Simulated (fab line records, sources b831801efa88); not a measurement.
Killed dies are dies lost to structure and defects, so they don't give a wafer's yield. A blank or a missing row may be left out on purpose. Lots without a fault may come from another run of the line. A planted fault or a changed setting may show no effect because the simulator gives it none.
Problem report in the 8D (eight disciplines) form, filled by code | flow gf180mcu | the parts of the form that need people (team, actions taken, sign-off) are left out

1. THE PROBLEM
HV_LDD_4_TW at GF_HV_LDD_TW_MEAS_50 reads a mean of 522 on 6 wafers of 2 lots; wafers without a fault read 565 with a standard deviation of 5.6. That is -7.6 standard deviations from the usual mean.
First seen on wafer L767.2, day 16 09:29, on film_metro-03. The record holds 39 wafers of 13 lots with a number at this step. Rule for "out", or "out of limits": more than 4 standard deviations from the usual mean. The other wafers with a number count as sound.

2. WHAT IT IS AND WHAT IT IS NOT
question                    | is                           | is not
which readings at this step | HV_LDD_4_TW                  | -
which lots                  | L767, L768                   | L755, L756, L757, L759, L765, L771, L773, L775, L776, L777, L778
which wafers of those lots  | all that have a number       | -
read on which gauges        | film_metro-03, film_metro-04 | film_metro-02
when                        | from day 16 09:29            | up to then (15 sound wafers); but 18 sound wafers of L771, L773, L775, L776, L777, L778 came after

3. SUSPECTS, AND WHAT RULES EACH OUT
Counting: a tool at a process step up to the reading stays a suspect if it ran every lot that is out and no sound lot after the first of them.
- the gauge at GF_HV_LDD_TW_MEAS_50: ruled out. The wafers that are out were read on 2 gauges (film_metro-03, film_metro-04).
- implanter-01 at GF_HV_LDD_IMPLANT_48: kept. It ran every lot that is out, first L767 (day 16 09:15), and no sound lot after that; its last sound lot up to then is L765 (day 15 23:05). Its own readings are out on those wafers: dose_ions_cm2, faraday_current_uA.
Left after counting: implanter-01 at GF_HV_LDD_IMPLANT_48.

4. THE CAUSE (what the simulator had put in)
Process parameter drift: implanter-01, from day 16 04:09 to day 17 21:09, at GF_HV_LDD_IMPLANT_48. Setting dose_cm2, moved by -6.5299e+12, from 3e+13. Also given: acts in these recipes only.
Counting left only this tool.

5. THE CHAIN OF EFFECTS, in route order
Each row: a reading whose mean over the struck wafers that have a number lies more than 3 standard deviations from the usual. Only readings for which the record gives a usual standard deviation are gone through. hours: the time from each lot's start at the first step in this table that gives one to its start at this step, as a median over the lots. sigmas: the change in usual standard deviations.
hours | step                 | reading            | usual | on struck wafers | change | sigmas
0     | GF_HV_LDD_IMPLANT_48 | dose_ions_cm2      | 3e+13 | 2e+13            | -7e+12 | -99 or more
0     | GF_HV_LDD_IMPLANT_48 | faraday_current_uA | 169   | 132              | -36    | -11
0     | GF_HV_LDD_TW_MEAS_50 | HV_LDD_4_TW        | 565   | 522              | -42    | -7.6
The process steps in it:
- GF_HV_LDD_IMPLANT_48

6. WHAT WOULD HAVE CAUGHT IT SOONER
In this record the first reading out of limits at a measuring or inspecting step was taken at day 16 09:29, 5 hours after the fault began at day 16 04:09.
The tool's own readings at GF_HV_LDD_IMPLANT_48 were out on every struck wafer that the step has a row for (dose_ions_cm2, faraday_current_uA): an alarm limit on them would have fired on the first of those.
Of the lots that are out (2), L768 began GF_HV_LDD_IMPLANT_48 on implanter-01 after day 16 09:29. A hold on the tool at that time would have spared it.
